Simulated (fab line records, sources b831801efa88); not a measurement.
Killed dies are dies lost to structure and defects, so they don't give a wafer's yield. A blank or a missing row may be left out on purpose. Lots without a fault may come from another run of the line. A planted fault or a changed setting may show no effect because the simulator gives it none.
Which tool did it? | flow sky130 | 13 lots, 39 wafers sampled, at 5 steps of a route of 708

WHAT THE GAUGES READ, wafer by wafer
SKY_VT_ADJUST_NCORE_TW_MEAS_11.
lot  | measured     | on            | VT_ADJUST_NCORE_TW
L229 | day 8 23:53  | film_metro-02 | 216.8 215.9 215.5
L230 | day 9 18:43  | film_metro-03 | 216.7 216.1 217.3
L231 | day 10 03:55 | film_metro-02 | 216.2 217.0 216.5
L233 | day 10 14:47 | film_metro-03 | 216.4 217.5 216.8
L236 | day 11 05:49 | film_metro-03 | 214.9 215.0 214.6
L240 | day 11 23:48 | film_metro-03 | 214.8 216.3 214.6
L241 | day 12 05:30 | film_metro-03 | 217.5 218.8 217.0
L242 | day 12 21:33 | film_metro-03 | 217.5 219.2 217.3
L247 | day 14 01:22 | film_metro-04 | 211.3 212.4 212.2
L248 | day 14 08:14 | film_metro-02 | 216.1 215.4 216.2
L250 | day 14 22:34 | film_metro-04 | 212.2 212.3 212.2
L251 | day 15 00:06 | film_metro-04 | 212.7 213.9 214.4
L252 | day 15 06:59 | film_metro-02 | 216.3 215.9 216.2

SKY_VT_ADJUST_HVTR_TW_MEAS_11.
lot  | measured     | on            | VT_ADJUST_HVTR_TW
L229 | day 9 22:26  | film_metro-01 | 212.0 212.3 212.4
L230 | day 10 17:43 | film_metro-01 | 213.5 214.4 214.1
L231 | day 11 02:36 | film_metro-04 | 208.2 206.5 205.4
L233 | day 11 13:16 | film_metro-03 | 206.8 208.0 208.3
L236 | day 12 05:11 | film_metro-04 | 205.7 205.3 204.8
L240 | day 12 23:53 | film_metro-03 | 211.5 209.9 210.1
L241 | day 13 06:46 | film_metro-03 | 206.8 208.4 208.6
L242 | day 13 23:17 | film_metro-01 | 212.8 213.3 212.8
L247 | day 15 03:49 | film_metro-03 | 208.3 208.9 208.5
L248 | day 15 10:09 | film_metro-04 | 204.5 206.7 206.1
L250 | day 16 00:43 | film_metro-01 | 211.8 212.4 213.1
L251 | day 16 02:47 | film_metro-04 | 206.3 207.2 206.9
L252 | day 16 10:13 | film_metro-03 | 207.9 207.2 206.8

SKY_VT_ADJUST_PCH_TW_MEAS_10.
lot  | measured     | on            | VT_ADJUST_PCH_TW
L229 | day 10 21:01 | film_metro-02 | 140.0 141.3 141.1
L230 | day 11 16:52 | film_metro-02 | 140.1 141.6 142.1
L231 | day 12 01:45 | film_metro-03 | 141.8 142.4 142.6
L233 | day 12 12:55 | film_metro-03 | 146.0 145.7 146.3
L236 | day 13 06:20 | film_metro-03 | 141.9 140.7 141.7
L240 | day 14 01:23 | film_metro-02 | 145.0 144.7 144.2
L241 | day 14 08:01 | film_metro-03 | 141.5 141.2 141.2
L242 | day 15 00:49 | film_metro-02 | 140.9 141.0 141.0
L247 | day 16 06:44 | film_metro-03 | 140.1 139.5 139.9
L248 | day 16 13:49 | film_metro-01 | 143.4 143.4 143.9
L250 | day 17 05:32 | film_metro-01 | 143.6 144.2 144.1
L251 | day 17 07:28 | film_metro-03 | 141.1 142.0 141.9
L252 | day 17 14:40 | film_metro-03 | 142.2 141.0 141.0

SKY_SONOS_TUNNEL_TW_MEAS_12.
lot  | measured     | on            | SONOS_TUNNEL_TW
L229 | day 11 20:38 | film_metro-04 | 192.8 193.6 193.6
L230 | day 12 17:32 | film_metro-01 | 198.1 198.3 198.3
L231 | day 13 03:08 | film_metro-02 | 196.3 195.3 197.4
L233 | day 13 14:08 | film_metro-04 | 192.2 191.5 191.8
L236 | day 14 07:31 | film_metro-02 | 195.3 195.3 195.5
L240 | day 15 03:43 | film_metro-02 | 195.1 195.2 194.7
L241 | day 15 09:51 | film_metro-04 | 192.0 193.1 191.5
L242 | day 16 04:03 | film_metro-02 | 195.7 194.5 193.7
L247 | day 17 11:08 | film_metro-04 | 192.4 193.2 193.3
L248 | day 17 19:08 | film_metro-01 | 199.1 199.1 196.6
L250 | day 18 10:45 | film_metro-04 | 191.8 191.9 191.8
L251 | day 18 12:44 | film_metro-01 | 197.3 198.6 198.9
L252 | day 18 19:40 | film_metro-01 | 199.0 199.8 197.4

WHICH TOOL RAN EACH LOT (tool, then ch and the chambers of the sampled wafers, then the start)
lot  | SKY_VT_ADJUST_PCH_IMPLANT_08
L229 | implanter-04 ch 0, day 10 20:46
L230 | implanter-01 ch 0, day 11 16:37
L231 | implanter-04 ch 0, day 12 01:30
L233 | implanter-01 ch 0, day 12 12:40
L236 | implanter-04 ch 0, day 13 06:05
L240 | implanter-01 ch 0, day 14 01:10
L241 | implanter-03 ch 0, day 14 07:48
L242 | implanter-03 ch 0, day 15 00:36
L247 | implanter-03 ch 0, day 16 06:29
L248 | implanter-03 ch 0, day 16 13:34
L250 | implanter-04 ch 0, day 17 05:17
L251 | implanter-01 ch 0, day 17 07:15
L252 | implanter-04 ch 0, day 17 14:25
- SKY_VT_ADJUST_PCH_IMPLANT_08

WHAT THE TOOLS THEMSELVES READ (means of the sampled wafers that have a number; where no wafer has one, the mark that the record gives instead)
SKY_VT_ADJUST_PCH_IMPLANT_08.
lot  | tool         | beam_on_s (s) | dose_ions_cm2 | end_station_pressure_torr (Torr) | faraday_current_uA
L229 | implanter-04 | 10.04         | 5e+11         | 5.12e-06                         | 2.81
L230 | implanter-01 | 9.85          | 5e+11         | 4.91e-06                         | 2.86
L231 | implanter-04 | 10.09         | 5e+11         | 5.12e-06                         | 2.79
L233 | implanter-01 | 10.92         | 5e+11         | 6.61e-05                         | 2.50
L236 | implanter-04 | 9.86          | 5e+11         | 4.94e-06                         | 2.86
L240 | implanter-01 | 10.80         | 5e+11         | 6.71e-05                         | 2.53
L241 | implanter-03 | 9.82          | 5e+11         | 4.92e-06                         | 2.86
L242 | implanter-03 | 9.81          | 5e+11         | 5.13e-06                         | 2.87
L247 | implanter-03 | 10.04         | 5e+11         | 4.77e-06                         | 2.81
L248 | implanter-03 | 10.07         | 5e+11         | 4.99e-06                         | 2.80
L250 | implanter-04 | 9.77          | 5e+11         | 5.05e-06                         | 2.89
L251 | implanter-01 | 10.04         | 5e+11         | 5.28e-06                         | 2.81
L252 | implanter-04 | 10.02         | 5e+11         | 5.20e-06                         | 2.81

THE ANSWER, worked out from the rows above alone
Rule: what is usual is taken from the lots themselves. Put in order of their means at a reading, lots are off if they are a third of the lots or fewer, leave a main group of 4 or more, and stand apart from it by a gap of 3 or more times the standard deviation of the main group's means; of several such gaps the widest counts. A main group whose means are all the same, to the digits that the tables above print for the reading, isn't used. A lot without any number at a reading at which 4 lots or more have one is off too. The other lots that the step has rows for count as sound. The gauges are gone through in route order, then the tools' own readings, and for those a lot's mean is taken as printed above. The first step at which some lot is off is used, and at that step the reading that is off furthest; a lot without a number counts as furthest.
Off: L233, L240, at SKY_VT_ADJUST_PCH_IMPLANT_08 (end_station_pressure_torr). The main group: mean 5.04e-06 Torr, standard deviation 1.4e-07.
A tool fits if, at that step or a process step before it, it ran every lot that is off, and no sound lot after the first of them. None of those tried fits.

WHAT THE SIMULATOR HAD PUT IN
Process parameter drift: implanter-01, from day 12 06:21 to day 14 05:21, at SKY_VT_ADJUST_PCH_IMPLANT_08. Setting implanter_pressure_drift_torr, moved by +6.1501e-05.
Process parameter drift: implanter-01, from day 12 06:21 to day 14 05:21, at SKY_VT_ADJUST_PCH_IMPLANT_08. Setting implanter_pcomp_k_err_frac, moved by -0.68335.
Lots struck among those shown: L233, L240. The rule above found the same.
